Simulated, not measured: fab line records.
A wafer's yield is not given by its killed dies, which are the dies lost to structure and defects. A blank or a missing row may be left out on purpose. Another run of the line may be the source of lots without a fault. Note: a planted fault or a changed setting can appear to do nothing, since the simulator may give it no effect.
Matching of chambers    flow sky130    pecvd-01 running SKY_PASSIVATION_CVD_02: 3 sister chambers
The step deposits Si3N4, target thk 540 nm. 6 wafers are shown with their chamber, then 7 later ones without.

WAFERS WITH THEIR CHAMBER
wafer   chamber  heater power w (W)  heater power outer w (W)
L336.5  0        735                 488
L338.6  0        737                 505
L347.2  2        684                 424
L347.6  2        726                 443
L348.2  1        801                 477
L348.3  1        827                 504

WAFERS MISSING THEIR CHAMBER
wafer   heater power w (W)  heater power outer w (W)
L348.4  717                 445
L352.1  713                 430
L352.5  604                 352
L352.6  744                 447
L355.1  608                 357
L355.2  776                 443
L355.6  800                 461

CHAMBER TAKEN BY EACH
wafer   from the rows above           in truth
L348.4  2                             2
L352.1  2                             2
L352.5  2                             2
L352.6  can't be placed: 2 or 0       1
L355.1  2                             2
L355.2  can't be placed: 2 or 1 or 0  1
L355.6  can't be placed: 1 or 0       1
Correct placement for 4 of the 7. Cannot be placed on the basis of these rows: 3; the candidates contain the true chamber in 2. 0 placed wrongly.
How it was worked out, from the rows above alone: a wafer's distance from a chamber is the root of the sum, over the readings, of the square of ((its reading less the chamber's mean) divided by the reading's scatter). The wafer belongs to the nearest chamber; if the next one is less than 2 further off, it can't be placed. A chamber's mean is the mean of its shown wafers. The scatter: take each reading less its chamber's mean, square it, sum over the shown wafers, divide by the number of wafers less the number of chambers, and take the root.
